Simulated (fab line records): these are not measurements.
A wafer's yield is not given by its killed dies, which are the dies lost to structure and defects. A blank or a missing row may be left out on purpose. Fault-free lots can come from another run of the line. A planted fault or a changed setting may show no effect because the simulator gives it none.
A lot that was struck, set against a sound lot + flow sky130 + 19 steps out of a route of 708
Sound: these wafers, L366.1, L366.3, L366.6. Wafers struck: L358.1, L358.3, L358.5. The cause is named last.
Order at every step that has rows: each side's tool, ch and its chambers, its first start. Under that, the readings that differ: sound wafers + struck wafers + difference of the means + sigmas: that difference in standard deviations of wafers without a fault.
alike: same words and numbers on both sides, and readings whose means sit less than 2 such deviations apart. not compared: any withheld reading, any reading some wafer has no value for, any bound like >300 that may hide the same value, and any number with overlapping values for which the record gives no deviation.
Wherever a step has rows on one side only, a row that says differs or no value, or a row with sigmas, the two part there. Numbers that have no deviation but don't overlap get no sigmas and don't part them. A reading that every wafer of one side lacks parts them only if that side has two wafers or more.

first, 1 step without rows for these wafers: SKY_LDD_HVP_IMPLANT_08.
SKY_LDD_HVP_STRIP_09: strips in O2/N2.
  sound on plasma-asher-02 ch 0,1, day 27 22:14; struck on plasma-asher-04 ch 0,1, day 25 01:23
  alike: drypump-motor-current-A, oes-product-au, strip-time-to-endpoint-s
  not compared: rf-hours-counter-h
SKY_LDD_HVP_TW_MEAS_10:
  sound: film-metro-03 at day 27 22:20; struck: film-metro-02 at day 25 01:29
| reading    | sound             | struck            | difference | sigmas |
|------------|-------------------|-------------------|------------|--------|
| LDD_HVP_TW | 458.8 460.9 460.3 | 453.6 454.8 452.4 | -6.4       | -3     |
then, 7 steps without rows for these wafers: SKY_LDD_LDN_DEHYDRATE_00 (time 60 s); SKY_LDD_LDN_HMDS_01 (prime time 60 s); SKY_LDD_LDN_COAT_02 (resist thk 1140 nm); SKY_LDD_LDN_SOFTBAKE_03 (time 60 s); SKY_LDD_LDN_EXPOSE_04 (exposes mask LDNTM, target cd 700 nm); SKY_LDD_LDN_PEB_05; SKY_LDD_LDN_DEVELOP_06 (develop time 60 s).
SKY_LDD_LDN_OVL_MEAS_07:
  sound: overlay-02 at day 29 02:45; struck: overlay-01 at day 26 06:24
  alike: LDD_LDN_OVL
following that, these wafers have no rows for 1 step: SKY_LDD_LDN_IMPLANT_08.
SKY_LDD_LDN_IMPLANT_09:
  sound on implanter-01 ch 0, day 29 02:56; struck on implanter-03 ch 0, day 26 06:54
  alike: faraday-current-uA
then, 2 steps without rows for these wafers: SKY_LDD_LDN_IMPLANT_10; SKY_LDD_LDN_IMPLANT_11.
SKY_LDD_LDN_STRIP_12: strips in O2/N2.
  sound on plasma-asher-03 ch 0, day 29 03:23; struck on plasma-asher-04 ch 0,1, day 26 07:21
  alike: drypump-motor-current-A, oes-product-au, strip-time-to-endpoint-s
  not compared: rf-hours-counter-h
SKY_LDD_LDN_TW_MEAS_13:
  sound: film-metro-03 at day 29 03:29; struck: film-metro-02 at day 26 07:27
| reading    | sound          | struck         | difference | sigmas |
|------------|----------------|----------------|------------|--------|
| LDD_LDN_TW | 1479 1493 1487 | 1584 1597 1587 | +103       | +14    |
then, 1 step without rows for these wafers: SKY_LDD_LDN_CLEAN_14 (cleans in SC1/SC2, time 150 s).
-- the record jumps here: 22 days lie between the struck wafers' starts before and after (it left off in module LDD_LDN and takes up again in module PAD_OPEN, whose first step shown is number 708 of the route) --
SKY_PAD_OPEN_PROBE_99:
  sound: prober-02 at day 50 00:44; struck: prober-02 at day 48 14:02
| reading                         | sound          | struck         | difference | sigmas |
|---------------------------------|----------------|----------------|------------|--------|
| killed_at_M4_up                 | 1 1 5          | 8 7 7          | +5         | +3     |
| model.etest.tip-sonos.rs-ohm-sq | 2668 2602 2623 | 2301 2322 2352 | -306       |        |
  alike: killed_at_M0_to_M3, killed-at-contacts, killed-at-front-end, killed-at-other, killed-dies, killed-open, killed-short

WHERE THEY PART
At SKY_LDD_HVP_TW_MEAS_10 first; at SKY_PAD_OPEN_PROBE_99 last (within this record only).

WHY: whatever the simulator had introduced
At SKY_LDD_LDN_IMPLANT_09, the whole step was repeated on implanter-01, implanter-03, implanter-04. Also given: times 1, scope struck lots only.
